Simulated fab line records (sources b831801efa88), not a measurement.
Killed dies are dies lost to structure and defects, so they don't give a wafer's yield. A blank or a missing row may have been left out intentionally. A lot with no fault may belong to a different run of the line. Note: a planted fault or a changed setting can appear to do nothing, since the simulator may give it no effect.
Split-lot trial	flow sfq line	on a route of 325 steps: 5 lots, 23 wafers read

## ON THE SPLIT
At SFQ_TRILAYER_I3_VIA_LITHO_PEB_088 (peb time 60 s), the setting peb temp c was moved away from the recipe's 115 C on 9 of the 23 wafers read, by -1.6% to +2.1%. All remaining wafers had this setting at the recipe value.

There is no step in the file separating the split from the reading.

## THE READING
I3.cd nm (the simulator's own value, which no gauge read), in nm, at SFQ_TRILAYER_I3_VIA_BARC_OPEN_VIA_ETCH_121 (etches BARC in O2, target depth 125 nm, time 41.7 s). The file gives no usual value for it. The 14 wafers here that ran the recipe average 500.0 nm, standard deviation 1.4 nm.

wafer	tool, chamber at the split	peb temp c as run, C	against the recipe	I3.cd nm, nm	against lot-mates on the recipe
L074.1	litho track-02, 0	117.4	+2.1%	539.9	+38.6
L074.2	litho track-02, 0	117.4	+2.1%	539.2	+37.9
L074.4	litho track-02, 0	115	recipe	501.7	-
L074.5	litho track-02, 0	115	recipe	501.3	-
L074.6	litho track-02, 0	115	recipe	500.8	-
L075.1	litho track-03, 0	115	recipe	498.3	-
L075.3	litho track-03, 0	115	recipe	500.5	-
L075.5	litho track-03, 0	115	recipe	500.3	-
L077.2	litho track-02, 0	113.7	-1.1%	473.8	-24.2
L077.3	litho track-02, 0	113.7	-1.1%	473.9	-24.1
L077.4	litho track-02, 0	115	recipe	497.4	-
L077.5	litho track-02, 0	115	recipe	498.7	-
L077.6	litho track-02, 0	113.7	-1.1%	474.2	-23.8
L078.2	litho track-03, 0	115	recipe	499.6	-
L078.3	litho track-03, 0	115	recipe	499.6	-
L078.4	litho track-03, 0	115	recipe	499	-
L078.5	litho track-03, 0	117.4	+2.1%	539.3	+39.9
L078.6	litho track-03, 0	117.4	+2.1%	538.2	+38.8
L082.1	litho track-02, 0	113.2	-1.6%	465.9	-34.9
L082.2	litho track-02, 0	115	recipe	498.3	-
L082.3	litho track-02, 0	113.2	-1.6%	465.6	-35.2
L082.4	litho track-02, 0	115	recipe	502.2	-
L082.6	litho track-02, 0	115	recipe	501.8	-

FIT RESULTS
A straight line over all 23 wafers: I3.cd nm changes by +20.1 nm for each +1% of peb temp c; r = +1.00; the points scatter about the line by 1.9 nm.
The same after taking each lot's own level away (the mean of its wafers on the recipe; 23 wafers): +19.8 nm for each +1%; r = +1.00; scatter 1.7 nm.
The reading moves by 41 nm for the largest change in peb temp c, on that fit.
Across the lots, their own levels run from 498.05 to 501.27 nm, a range of 2.2 times the standard deviation given above.
So the lot-to-lot level changes the slope little: the two slopes agree.
Check: with one of the wafers moved furthest among these (+2.1%) left out of the fit, the line predicts +40.7 nm for it against its lot-mates. Against them it came out at +38.6 nm.

## ADDITIONAL SPLITS CARRIED BY THESE WAFERS
Before the reading, these wafers also passed through other splits. Each is held against what the fit with the lots' levels taken away leaves over:
other split on the same wafers	wafers away from the commonest value	r with I3.cd nm (lot level and that fit taken away)
SFQ_TRILAYER_I2_DEP_PECVD_063 time s	5	+0.13
SFQ_TRILAYER_I2_VIA_LITHO_COAT_067 spin rpm	6	-0.08
SFQ_TRILAYER_M3_DEP_SPUTTER_073 time s	8	-0.08
SFQ_TRILAYER_M3_LITHO_COAT_080 spin rpm	9	+0.27
SFQ_TRILAYER_M3_BARC_OPEN_METAL_ETCH_100 pressure mtorr	15	-0.10
SFQ_TRILAYER_I3_VIA_LITHO_COAT_090 spin rpm	11	+0.25

## THE FILE'S OWN FIT
I3.cd nm changes by +19.6 nm for each +1% of peb temp c, r = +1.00.
